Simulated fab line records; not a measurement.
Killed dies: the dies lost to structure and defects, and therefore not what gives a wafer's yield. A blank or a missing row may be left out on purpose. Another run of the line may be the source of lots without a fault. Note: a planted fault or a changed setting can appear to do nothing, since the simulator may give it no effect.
fab line records -- flow sky130
record: lots: 6, wafers: 16, last_day: 50
route steps=708 shown LI_CONTACT@371 LOCAL_INTERCONNECT@387 PAD_OPEN@708
lots that met no fault: taken from a fault-free run of the same line
start_h: hours from the record's opening day to when the first of the lot's shown wafers began -- wait_h: hours elapsed since this lot's preceding step -- " same as the row above -- L1.1+2: a row that stands for several wafers -- - either no value or no given start -- * or withheld: withheld -- < > ~ a bound
route shown NAME@n: NAME is a module with steps in the file, n the number in the route of the first one -- usual: mean/standard deviation taken from wafers without a fault -- same: alike in all rows -- chamber/n: place in a boat -- sites: the reading at each site -- _std_site: standard deviation across them -- _edge_site: mean of outer sites minus mean of inner sites -- radius_mm: how far each site lies from the wafer's centre -- mask NAME#n: copy n -- behind: the tool/chamber that last shaped the wafer -- hold: why the lot went on hold/how many hours it stayed there/how the hold came to an end -- device: whichever transistor did not switch (one of n, p or np) -- end of line: the same wafers' tests at the end of the route -- a step with no rows: only its recipe -- killed: dies lost to structure and defects at the first sort, not the wafer's yield -- map: dies across one wafer; x = killed, . = not, _ = none there
set.NAME: the setting the step ran with; set.NAME@STEP: the setting that earlier step ran with -- model.NAME: the simulator's own value behind a step, which no gauge read
lots at selected steps of the route; one table per step, one row per wafer
services: the hour from which a tool's chamber was out of use, counted from the record's first day as start_h (under 0 if before that day), plus the number of hours and why
== steps ==
step: SKY_LI_CONTACT_EXPOSE_09
recipe: mask_id: LICM1, na: 0.8, source_shape: annular, sigma_inner: 0.55, sigma_outer: 0.85, target_cd_nm: 170, dose_mj: 38
step: SKY_LI_CONTACT_PEB_10
recipe: peb_temp_c: withheld, peb_time_s: withheld, resist: KrF-thick
step: SKY_LI_CONTACT_DEVELOP_11
recipe: develop_time_s: 60, resist: KrF-thick, dev_temp_c: 21
step: SKY_LI_CONTACT_CD_MEAS_12
recipe: target_cd_nm: 170
usual: cd_nm: 170.2/1.6
lot.wafer,tool,chamber,start_h,wait_h,cd_nm
L962.1,cd_sem-01,-,708.69,-,169.4
L962.2,cd_sem-01,-,708.69,-,169.9
L962.6,cd_sem-01,-,708.69,-,169.4
L969.5,cd_sem-01,-,766.18,-,168.2
L969.6,cd_sem-01,-,766.18,-,169.1
L970.2,cd_sem-01,-,773.47,-,170.6
L970.5,cd_sem-01,-,773.47,-,171.8
L974.1,cd_sem-01,-,792.98,-,169.3
L974.3,cd_sem-01,-,792.98,-,169.6
L974.4,cd_sem-01,-,792.98,-,168.1
L976.1,cd_sem-02,-,810.90,-,171.0
L976.4,cd_sem-02,-,810.90,-,170.2
L976.6,cd_sem-02,-,810.90,-,170.4
L980.1,cd_sem-02,-,839.73,-,171.6
L980.2,cd_sem-02,-,839.73,-,171.2
L980.3,cd_sem-02,-,839.73,-,171.8
step: SKY_LI_CONTACT_OVL_MEAS_13
usual: LI_CONTACT_OVL: 3/5.1
lot.wafer,tool,chamber,start_h,wait_h,LI_CONTACT_OVL[nm]
L962.1,overlay-02,-,708.81,0.1,12
L962.2,overlay-02,-,708.81,0.1,6
L962.6,overlay-02,-,708.81,0.1,6
L969.5,overlay-02,-,766.25,0.0,5
L969.6,overlay-02,-,766.25,0.0,-2
L970.2,overlay-01,-,773.58,0.1,1
L970.5,overlay-01,-,773.58,0.1,2
L974.1,overlay-01,-,793.10,0.1,0
L974.3,overlay-01,-,793.10,0.1,-7
L974.4,overlay-01,-,793.10,0.1,4
L976.1,overlay-01,-,811.02,0.1,3
L976.4,overlay-01,-,811.02,0.1,7
L976.6,overlay-01,-,811.02,0.1,11
L980.1,overlay-02,-,839.85,0.1,0
L980.2,overlay-02,-,839.85,0.1,13
L980.3,overlay-02,-,839.85,0.1,3
step: SKY_LI_CONTACT_ETCH_14
recipe: chemistry: N2/H2, target: BARC, ion_energy_ev: 200, source_w: 500, bias_w: 100, pressure_mtorr: 30, n2_flow_sccm: 100, h2_flow_sccm: 200, stop_on: SiO2, time_s: 45.9, target_depth_a: 600
usual: drypump_motor_current_A: 5.6/0.48, oes_product_au: 0.854/0.0049, rf_fwd_power_W: 494.2/2, throttle_valve_pct: 13.225/0.0099
lot.wafer,tool,chamber,start_h,wait_h,drypump_motor_current_A,oes_product_au,rf_fwd_power_W,rf_hours_counter_h,throttle_valve_pct
L962.1,rie_diel-04,1,708.85,0.0,5.6,0.857,495.3,7,13.228
L962.2,rie_diel-04,0,708.85,0.0,4.8,0.851,489.3,12,13.225
L962.6,rie_diel-04,0,708.85,0.0,4.8,0.851,491.7,-,13.229
L969.5,rie_diel-02,1,766.28,0.0,5.4,0.854,490.6,-,13.221
L969.6,rie_diel-02,2,766.28,0.0,5.7,0.859,498.5,-,13.219
L970.2,rie_diel-02,1,773.61,0.0,5.4,0.854,495.5,70,13.223
L970.5,rie_diel-02,2,773.61,0.0,5.7,0.854,496.5,-,13.225
L974.1,rie_diel-04,3,793.13,0.0,5.9,0.858,494.4,5,13.224
L974.3,rie_diel-04,2,793.13,0.0,6.6,0.850,495.6,6,13.207
L974.4,rie_diel-04,1,793.13,0.0,5.6,0.855,497.3,9,13.226
L976.1,rie_diel-04,1,811.06,0.0,5.6,0.847,494.7,9,13.234
L976.4,rie_diel-04,3,811.06,0.0,5.9,0.851,495.3,6,13.208
L976.6,rie_diel-04,0,811.06,0.0,4.8,0.846,493.1,-,13.232
L980.1,rie_diel-02,2,839.88,0.0,5.7,0.853,494.8,17,13.227
L980.2,rie_diel-02,3,839.88,0.0,5.1,0.846,491.2,19,13.224
L980.3,rie_diel-02,1,839.88,0.0,5.4,0.845,490.2,1,13.203
step: SKY_LI_CONTACT_ETCH_15
recipe: target: PSG, chemistry: C4F8/O2/Ar, stop_on: Si, taper_deg: 4.15, mask_material: KrF-thick, source_w: 1500, bias_w: 1200, pressure_mtorr: 40, c4f8_flow_sccm: withheld, O2_flow_sccm: 6, Ar_flow_sccm: 300, time_s: withheld, target_depth_a: 6000
step: SKY_LI_CONTACT_STRIP_16
recipe: chemistry: O2/N2, power_w: 1400, pressure_mtorr: 1500, platen_temp_c: withheld, o2_flow_sccm: 3000, n2_flow_sccm: 300, overash_fraction: 0.5
usual: drypump_motor_current_A: 5.9/0.39, oes_product_au: 0.375/0.0049, strip_time_to_endpoint_s: 3.48/0.041
lot.wafer,tool,chamber,start_h,wait_h,drypump_motor_current_A,oes_product_au,rf_hours_counter_h,strip_time_to_endpoint_s
L962.1,plasma_asher-03,1,708.98,-,6.3,0.378,103,3.48
L962.2,plasma_asher-03,0,708.98,-,5.4,0.375,103,3.53
L962.6,plasma_asher-03,1,708.98,-,6.4,0.378,-,3.51
L969.5,plasma_asher-04,0,766.45,-,5.7,0.375,-,3.45
L969.6,plasma_asher-04,1,766.45,-,6.0,0.380,-,3.56
L970.2,plasma_asher-03,0,773.74,-,5.4,0.376,4,3.46
L970.5,plasma_asher-03,0,773.74,-,5.4,0.373,-,3.56
L974.1,plasma_asher-04,0,793.26,-,5.6,0.377,100,3.54
L974.3,plasma_asher-04,0,793.26,-,5.6,0.366,-,3.46
L974.4,plasma_asher-04,1,793.26,-,6.0,0.364,-,3.44
L976.1,plasma_asher-04,1,811.19,-,6.0,0.373,101,3.41
L976.4,plasma_asher-04,0,811.19,-,5.6,0.379,-,3.52
L976.6,plasma_asher-04,1,811.19,-,6.0,0.382,-,3.55
L980.1,plasma_asher-04,1,840.01,-,6.0,0.375,104,3.52
L980.2,plasma_asher-04,0,840.01,-,5.6,0.373,104,3.50
L980.3,plasma_asher-04,1,840.01,-,6.0,0.383,-,3.44
step: SKY_LI_CONTACT_CLEAN_17
recipe: chemistry: NMP, time_s: 600, temp_c: 60, dry: n2_spin
step: SKY_LI_CONTACT_PRE_CLEAN_18
recipe: gas: Ar, time_s: 5.6, bias_v: 358
step: SKY_LI_CONTACT_SPUTTER_19
recipe: material: Ti, target_thk_nm: 20, chamber_pressure_pa: 5, power_w: 2500, substrate_temp_c: 200, time_s: 106.37
usual: throttle_valve_pct: 30.3/0.72
lot.wafer,tool,chamber,start_h,wait_h,throttle_valve_pct
L962.1,pvd_sputter-01,-,709.27,0.0,29.9
L962.2,pvd_sputter-01,-,709.27,0.0,31.3
L962.6,pvd_sputter-01,-,709.27,0.0,30.3
L969.5,pvd_sputter-04,-,766.73,0.0,29.3
L969.6,pvd_sputter-04,-,766.73,0.0,30.1
L970.2,pvd_sputter-03,-,774.03,0.0,29.6
L970.5,pvd_sputter-03,-,774.03,0.0,30.7
L974.1,pvd_sputter-04,-,793.56,0.0,31.3
L974.3,pvd_sputter-04,-,793.56,0.0,30.1
L974.4,pvd_sputter-04,-,793.56,0.0,30.6
L976.1,pvd_sputter-04,-,811.48,0.0,29.3
L976.4,pvd_sputter-04,-,811.48,0.0,30.8
L976.6,pvd_sputter-04,-,811.48,0.0,31.1
L980.1,pvd_sputter-01,-,840.32,0.0,29.6
L980.2,pvd_sputter-01,-,840.32,0.0,30.3
L980.3,pvd_sputter-01,-,840.32,0.0,29.8
step: SKY_LI_CONTACT_SPUTTER_20
recipe: material: TiN, target_thk_nm: 20, chamber_pressure_pa: 5, power_w: 4000, time_s: 80
usual: throttle_valve_pct: 30.3/0.72
lot.wafer,tool,chamber,start_h,wait_h,throttle_valve_pct
L962.1,pvd_sputter-01,-,709.35,0.0,30.2
L962.2,pvd_sputter-01,-,709.35,0.0,31.5
L962.6,pvd_sputter-01,-,709.35,0.0,30.1
L969.5,pvd_sputter-04,-,766.80,0.0,29.3
L969.6,pvd_sputter-04,-,766.80,0.0,30.2
L970.2,pvd_sputter-03,-,774.11,0.0,29.6
L970.5,pvd_sputter-03,-,774.11,0.0,30.6
L974.1,pvd_sputter-04,-,793.63,0.0,31.2
L974.3,pvd_sputter-04,-,793.63,0.0,30.1
L974.4,pvd_sputter-04,-,793.63,0.0,30.6
L976.1,pvd_sputter-04,-,811.56,0.0,29.4
L976.4,pvd_sputter-04,-,811.56,0.0,30.6
L976.6,pvd_sputter-04,-,811.56,0.0,31.4
L980.1,pvd_sputter-01,-,840.40,0.0,29.7
L980.2,pvd_sputter-01,-,840.40,0.0,30.2
L980.3,pvd_sputter-01,-,840.40,0.0,30.0
step: SKY_LI_CONTACT_CVD_21
recipe: material: W, target_thk_nm: 400, time_s: 120.56, temp_c: 400, pressure_torr: 40
usual: heater_power_w: 750/59
lot.wafer,tool,chamber,start_h,wait_h,heater_power_w,model.W_of_LI_CONTACT_CVD_21.thk_nm
L962.1,cvd_w-02,0,709.41,0.0,668,401.3
L962.2,cvd_w-02,1,709.41,0.0,767,394.3
L962.6,cvd_w-02,0,709.41,0.0,677,399.2
L969.5,cvd_w-01,1,766.92,0.1,707,297.3
L969.6,cvd_w-01,0,766.92,0.1,835,402.8
L970.2,cvd_w-01,0,774.17,0.0,822,297
L970.5,cvd_w-01,0,774.17,0.0,815,295.2
L974.1,cvd_w-02,1,793.69,0.0,784,396.8
L974.3,cvd_w-02,1,793.69,0.0,789,400.6
L974.4,cvd_w-02,0,793.69,0.0,691,399
L976.1,cvd_w-02,1,811.62,0.0,813,395.3
L976.4,cvd_w-02,0,811.62,0.0,682,401.6
L976.6,cvd_w-02,1,811.62,0.0,807,389.7
L980.1,cvd_w-01,0,840.46,0.0,841,394.6
L980.2,cvd_w-01,1,840.46,0.0,708,398.2
L980.3,cvd_w-01,0,840.46,0.0,820,397.3
step: SKY_LI_CONTACT_RS_MEAS_22
recipe: thk_meas_gauge: four-point-probe, reads: W_of_LI_CONTACT_CVD_21+TiN_of_LI_CONTACT_SPUTTER_20+Ti_of_LI_CONTACT_SPUTTER_19
usual: LI_CONTACT_W_RS: 0.2850/0.0027
lot.wafer,tool,chamber,start_h,wait_h,hold,LI_CONTACT_W_RS[ohm/sq]
L962.1,film_metro-04,-,709.54,0.1,-,0.2839
L962.2,film_metro-04,-,709.54,0.1,-,0.2883
L962.6,film_metro-04,-,709.54,0.1,-,0.2847
L969.5,film_metro-04,-,767.04,0.1,await_dispo/0.2h/release,0.3842
L969.6,film_metro-04,-,767.04,0.1,await_dispo/0.2h/release,0.2823
L969.5,film_metro-04,-,767.33,0.3,-,0.3841
L969.6,film_metro-04,-,767.33,0.3,-,0.2830
L970.2,film_metro-02,-,774.31,0.1,await_dispo/0.2h/release,0.3840
L970.5,film_metro-02,-,774.31,0.1,await_dispo/0.2h/release,0.3851
L970.2,film_metro-02,-,774.60,0.3,-,0.3833
L970.5,film_metro-02,-,774.60,0.3,-,0.3856
L974.1,film_metro-02,-,793.82,0.1,-,0.2866
L974.3,film_metro-02,-,793.82,0.1,-,0.2841
L974.4,film_metro-02,-,793.82,0.1,-,0.2848
L976.1,film_metro-03,-,811.74,0.1,-,0.2887
L976.4,film_metro-03,-,811.74,0.1,-,0.2841
L976.6,film_metro-03,-,811.74,0.1,-,0.2927
L980.1,film_metro-04,-,840.59,0.1,-,0.2882
L980.2,film_metro-04,-,840.59,0.1,-,0.2859
L980.3,film_metro-04,-,840.59,0.1,-,0.2864
step: SKY_LI_CONTACT_THK_MEAS_23
recipe: thk_meas_gauge: xrf, reads: W_of_LI_CONTACT_CVD_21
usual: LI_CONTACT_W_THK: 397/5.9
lot.wafer,tool,chamber,start_h,wait_h,hold,LI_CONTACT_W_THK[nm]
L962.1,film_metro-04,-,709.66,0.1,-,398
L962.2,film_metro-04,-,709.66,0.1,-,390
L962.6,film_metro-04,-,709.66,0.1,-,396
L969.5,film_metro-04,-,768.52,1.2,await_dispo/0.2h/release,296
L969.6,film_metro-04,-,768.52,1.2,await_dispo/0.2h/release,404
L969.5,film_metro-04,-,768.75,0.2,-,298
L969.6,film_metro-04,-,768.75,0.2,-,402
L970.2,film_metro-02,-,779.38,4.8,await_dispo/0.2h/release,296
L970.5,film_metro-02,-,779.38,4.8,await_dispo/0.2h/release,295
L970.2,film_metro-02,-,779.67,0.3,-,297
L970.5,film_metro-02,-,779.67,0.3,-,295
L974.1,film_metro-02,-,793.94,0.1,-,396
L974.3,film_metro-02,-,793.94,0.1,-,397
L974.4,film_metro-02,-,793.94,0.1,-,397
L976.1,film_metro-03,-,811.86,0.1,-,400
L976.4,film_metro-03,-,811.86,0.1,-,404
L976.6,film_metro-03,-,811.86,0.1,-,395
L980.1,film_metro-04,-,840.71,0.1,-,393
L980.2,film_metro-04,-,840.71,0.1,-,395
L980.3,film_metro-04,-,840.71,0.1,-,391
step: SKY_LI_CONTACT_CMP_24
recipe: stop_on: PSG, t_overpolish_s: 20, down_force_psi: 3.5, platen_rpm: 60, target_thk_nm: 0, pad_velocity_m_s: 0.94248
usual: head_pressure_psi: 3.499/0.0081, motor_current_A: 11.5/1.3, time_to_endpoint_s: 94/3.3
lot.wafer,tool,chamber,start_h,wait_h,hold,head_pressure_psi,motor_current_A,time_to_endpoint_s
L962.1,cmp-02,0,709.72,0.1,-,3.512,11.6,94
L962.2,cmp-02,3,709.72,0.1,-,3.522,12.5,92
L962.6,cmp-02,1,709.72,0.1,-,3.507,12.3,89
L969.5,cmp-01,1,771.97,3.2,await_dispo/2.3h/release,3.506,8.5,70
L969.6,cmp-01,2,771.97,3.2,await_dispo/2.3h/release,3.510,12.2,93
L970.2,cmp-02,2,781.94,2.3,await_dispo/1.0h/release,3.486,12.0,71
L970.5,cmp-02,2,781.94,2.3,await_dispo/1.0h/release,3.482,11.5,69
L974.4,cmp-02,0,794.14,0.2,-,3.490,11.1,96
L974.3,cmp-02,1,794.14,0.2,-,3.502,11.7,96
L974.1,cmp-02,2,794.14,0.2,-,3.505,11.6,98
L976.4,cmp-01,3,811.92,0.0,-,3.500,10.8,104
L976.1,cmp-01,0,811.92,0.0,-,3.500,12.3,91
L976.6,cmp-01,3,811.92,0.0,-,3.494,10.4,94
L980.2,cmp-01,1,840.77,0.0,-,3.504,8.8,93
L980.3,cmp-01,3,840.77,0.0,-,3.489,10.4,94
L980.1,cmp-01,0,840.77,0.0,-,3.493,12.3,92
step: SKY_LOCAL_INTERCONNECT_SPUTTER_00
recipe: material: TiN, target_thk_nm: 100, temp_c: 300, power_w: 6500, time_s: 83.3, chamber_pressure_pa: 0.4
usual: throttle_valve_pct: 30.2/0.52
lot.wafer,tool,chamber,start_h,wait_h,throttle_valve_pct
L962.1,pvd_sputter-01,-,710.02,0.2,30.3
L962.2,pvd_sputter-01,-,710.02,0.2,29.9
L962.6,pvd_sputter-01,-,710.02,0.2,30.0
L969.5,pvd_sputter-02,-,772.10,0.1,30.1
L969.6,pvd_sputter-02,-,772.10,0.1,30.4
L970.2,pvd_sputter-03,-,782.19,0.2,30.5
L970.5,pvd_sputter-03,-,782.19,0.2,30.0
L974.1,pvd_sputter-01,-,794.44,0.1,30.0
L974.3,pvd_sputter-01,-,794.44,0.1,29.7
L974.4,pvd_sputter-01,-,794.44,0.1,30.1
L976.1,pvd_sputter-02,-,812.22,0.2,30.5
L976.4,pvd_sputter-02,-,812.22,0.2,30.4
L976.6,pvd_sputter-02,-,812.22,0.2,30.4
L980.1,pvd_sputter-03,-,841.07,0.1,30.6
L980.2,pvd_sputter-03,-,841.07,0.1,29.7
L980.3,pvd_sputter-03,-,841.07,0.1,30.8
step: SKY_PAD_OPEN_PROBE_99
usual: killed_at_M0_to_M3: 43/7.7, killed_at_M4_up: 3.1/1.7, killed_at_contacts: 23/4.8, killed_at_front_end: 15/4.5, killed_at_other: 0.3/0.58, killed_dies: 85/10, killed_open: 46/7.5, killed_short: 38/6.5
same: gross_dies: 492, killed_at_back_side: 0
lot.wafer,tool,chamber,start_h,wait_h,killed_at_M0_to_M3,killed_at_M4_up,killed_at_contacts,killed_at_front_end,killed_at_other,killed_dies,killed_open,killed_short
L962.1,prober-01,-,1105.97,0.1,41,2,29,8,0,80,45,35
L962.2,prober-01,-,1106.02,0.1,40,2,23,11,0,76,42,33
L962.6,prober-01,-,1106.22,0.2,40,2,24,8,0,74,38,34
L969.5,prober-01,-,1140.68,0.2,33,3,16,17,0,69,31,38
L969.6,prober-01,-,1140.73,0.2,47,3,29,15,0,94,57,37
L970.2,prober-01,-,1146.56,0.1,35,1,28,18,0,82,52,30
L970.5,prober-01,-,1146.71,0.2,45,4,13,20,1,83,36,46
L974.1,prober-01,-,1159.63,0.1,46,1,21,22,0,90,51,39
L974.3,prober-01,-,1159.73,0.2,41,8,16,20,1,86,51,35
L974.4,prober-01,-,1159.78,0.2,31,3,23,15,0,72,42,30
L976.1,prober-01,-,1173.68,0.1,39,6,25,21,0,91,54,37
L976.4,prober-01,-,1173.83,0.2,36,2,28,13,0,79,38,41
L976.6,prober-01,-,1173.93,0.2,44,3,21,13,0,81,40,41
L980.1,prober-01,-,1191.35,0.1,31,2,17,16,0,66,30,36
L980.3,prober-01,-,1191.45,0.2,37,2,19,16,0,74,36,38
killed by level:class
L962.1 CONTACT:geometric_particle:open=9 VIA1:geometric_particle:open=8 CONTACT:geometric_particle:short=6 LI_CONTACT:geometric_particle:open=6 VIA3:geometric_particle:open=6 VIA2:geometric_particle:short=6 LOCAL_INTERCONNECT:geometric_particle:short=4 METAL1:geometric_particle:short=4
L962.2 CONTACT:geometric_particle:open=10 METAL2:geometric_particle:short=9 VIA3:geometric_particle:open=6 LI_CONTACT:geometric_particle:open=6 VIA2:geometric_particle:open=6 VIA1:geometric_particle:open=6 VIA1:geometric_particle:short=5 FIELD_ISO:geometric_particle:short=4
L962.6 VIA1:geometric_particle:open=16 LOCAL_INTERCONNECT:geometric_particle:short=7 LI_CONTACT:geometric_particle:open=6 LOCAL_INTERCONNECT:geometric_particle:open=4 METAL1:geometric_particle:short=4 VIA1:geometric_particle:short=4 VIA3:geometric_particle:open=3 LI_CONTACT:geometric_particle:short=3
L969.5 METAL2:geometric_particle:short=9 CONTACT:geometric_particle:open=5 METAL1:geometric_particle:short=5 POLY_GATE:geometric_particle:open=4 LOCAL_INTERCONNECT:geometric_particle:short=4 VIA3:geometric_particle:short=4 FIELD_ISO:geometric_particle:open=3 METAL2:geometric_particle:open=3
L969.6 VIA1:geometric_particle:open=14 CONTACT:geometric_particle:open=13 VIA2:geometric_particle:open=9 LI_CONTACT:geometric_particle:short=6 LI_CONTACT:geometric_particle:open=6 METAL2:geometric_particle:short=6 POLY_GATE:geometric_particle:open=4 VIA1:geometric_particle:short=4
L970.2 LI_CONTACT:geometric_particle:open=11 CONTACT:geometric_particle:open=9 VIA1:geometric_particle:open=9 FIELD_ISO:geometric_particle:open=6 FIELD_ISO:geometric_particle:short=5 VIA3:geometric_particle:open=5 VIA1:geometric_particle:short=4 CONTACT:geometric_particle:short=4
L970.5 METAL1:geometric_particle:short=11 VIA1:geometric_particle:open=10 VIA3:geometric_particle:open=6 POLY_GATE:geometric_particle:short=5 VIA2:geometric_particle:short=4 CONTACT:geometric_particle:open=4 CONTACT:geometric_particle:short=4 METAL3:geometric_particle:short=4
L974.1 VIA1:geometric_particle:open=18 CONTACT:geometric_particle:open=7 VIA1:geometric_particle:short=7 FIELD_ISO:geometric_particle:open=6 POLY_GATE:geometric_particle:short=6 LI_CONTACT:geometric_particle:open=6 METAL2:geometric_particle:short=5 LOCAL_INTERCONNECT:geometric_particle:short=4
L974.3 VIA2:geometric_particle:open=9 VIA1:geometric_particle:open=8 VIA1:geometric_particle:short=8 LI_CONTACT:geometric_particle:open=8 METAL4:geometric_particle:short=6 FIELD_ISO:geometric_particle:short=5 FIELD_ISO:geometric_particle:open=5 VIA3:geometric_particle:open=5
L974.4 LI_CONTACT:geometric_particle:open=10 CONTACT:geometric_particle:open=7 VIA3:geometric_particle:open=6 VIA1:geometric_particle:open=5 POLY_GATE:geometric_particle:open=4 METAL1:geometric_particle:short=4 VIA1:geometric_particle:short=4 METAL2:geometric_particle:short=4
L976.1 VIA1:geometric_particle:open=11 LI_CONTACT:geometric_particle:open=8 FIELD_ISO:geometric_particle:open=7 METAL2:geometric_particle:short=7 CONTACT:geometric_particle:open=6 METAL1:geometric_particle:short=6 LOCAL_INTERCONNECT:geometric_particle:short=5 VIA2:geometric_particle:open=5
L976.4 CONTACT:geometric_particle:short=13 VIA1:geometric_particle:open=9 FIELD_ISO:geometric_particle:open=6 CONTACT:geometric_particle:open=6 LOCAL_INTERCONNECT:geometric_particle:short=4 METAL1:geometric_particle:short=4 VIA1:geometric_particle:short=4 METAL2:geometric_particle:short=4
L976.6 VIA2:geometric_particle:open=9 LOCAL_INTERCONNECT:geometric_particle:short=7 LI_CONTACT:geometric_particle:open=6 METAL1:geometric_particle:short=6 CONTACT:geometric_particle:open=6 VIA3:geometric_particle:open=6 VIA3:geometric_particle:short=5 VIA1:geometric_particle:open=4
L980.1 VIA1:geometric_particle:open=7 LI_CONTACT:geometric_particle:open=6 METAL2:geometric_particle:short=6 METAL1:geometric_particle:short=5 VIA3:geometric_particle:short=5 CONTACT:geometric_particle:open=5 VIA3:geometric_particle:open=4 FIELD_ISO:geometric_particle:short=3
L980.3 CONTACT:geometric_particle:open=6 METAL2:geometric_particle:short=6 FIELD_ISO:geometric_particle:short=5 LI_CONTACT:geometric_particle:open=5 VIA2:geometric_particle:open=5 VIA3:geometric_particle:open=5 FIELD_ISO:geometric_particle:open=4 CONTACT:geometric_particle:short=4
== services ==
tool,chamber,start_h,hours,kind
cmp-01,-,706.03,0.3,repair
plasma_asher-04,-,714.13,0.5,repair
cvd_w-01,-,717.89,6.9,pm
plasma_asher-03,-,733.75,9.0,pm
plasma_asher-03,0,733.75,9.0,vent_cycle
plasma_asher-03,1,733.75,9.0,vent_cycle
cmp-01,-,744.26,4.0,pm
cmp-01,-,748.26,-,consumable_replace:conditioner
cmp-01,-,748.26,-,consumable_replace:pad
cmp-02,-,754.58,13.4,pm
rie_diel-04,0,759.84,5.6,repair
cmp-01,-,768.22,3.5,pm
rie_diel-02,1,777.06,2.8,repair
cmp-02,-,779.32,2.6,repair
rie_diel-02,1,779.86,-,clean
rie_diel-02,1,779.86,26.6,scheduled_down
rie_diel-02,1,779.86,26.6,vent_cycle
pvd_sputter-02,-,785.23,1.8,repair
pvd_sputter-02,-,789.15,0.9,repair
pvd_sputter-01,-,791.25,1.6,repair
cmp-01,-,792.67,9.6,pm
pvd_sputter-02,-,798.55,1.5,repair
rie_diel-02,-,829.29,2.8,pm
pvd_sputter-02,-,838.69,1.8,repair
== key ==
first_sign: step: SKY_LI_CONTACT_RS_MEAS_22, reading: visit, direction: added
effect: step: SKY_LI_CONTACT_RS_MEAS_22, reading: LI_CONTACT_W_RS, direction: up, sigmas: 37, usual: 0.2850, struck: 0.3844
effect: step: SKY_LI_CONTACT_THK_MEAS_23, reading: visit, direction: added
effect: step: SKY_LI_CONTACT_THK_MEAS_23, reading: LI_CONTACT_W_THK, direction: down, sigmas: 17, usual: 397, struck: 296
effect: step: SKY_LI_CONTACT_CMP_24, reading: time_to_endpoint_s, direction: down, sigmas: 7.4, usual: *, struck: *
model_effect: step: SKY_LI_CONTACT_CVD_21, value: W_of_LI_CONTACT_CVD_21.thk_nm, without: 401.8, struck: 296.5
met_at SKY_LI_CONTACT_CVD_21
struck_wafers L969.5,L970.2,L970.5
tester_left_out L969,L970
fault: kind: process_parameter_drift, tool: cvd_w-01, chamber: -, onset_h: 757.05, steps: SKY_LI_CONTACT_CVD_21, channel: target_thk_nm, offset: -105.75, shape: step, end_h: 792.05, scope: struck_wafers_only, acts_in: these_recipes_only, stated: 400
tester_left_out: of these lots the tester's yield and bins aren't shown, on N5 and GAA mostly nor the transistor test; their killed dies are dies lost to structure and defects alone, not to doping, threshold or leakage, so they don't give the yield
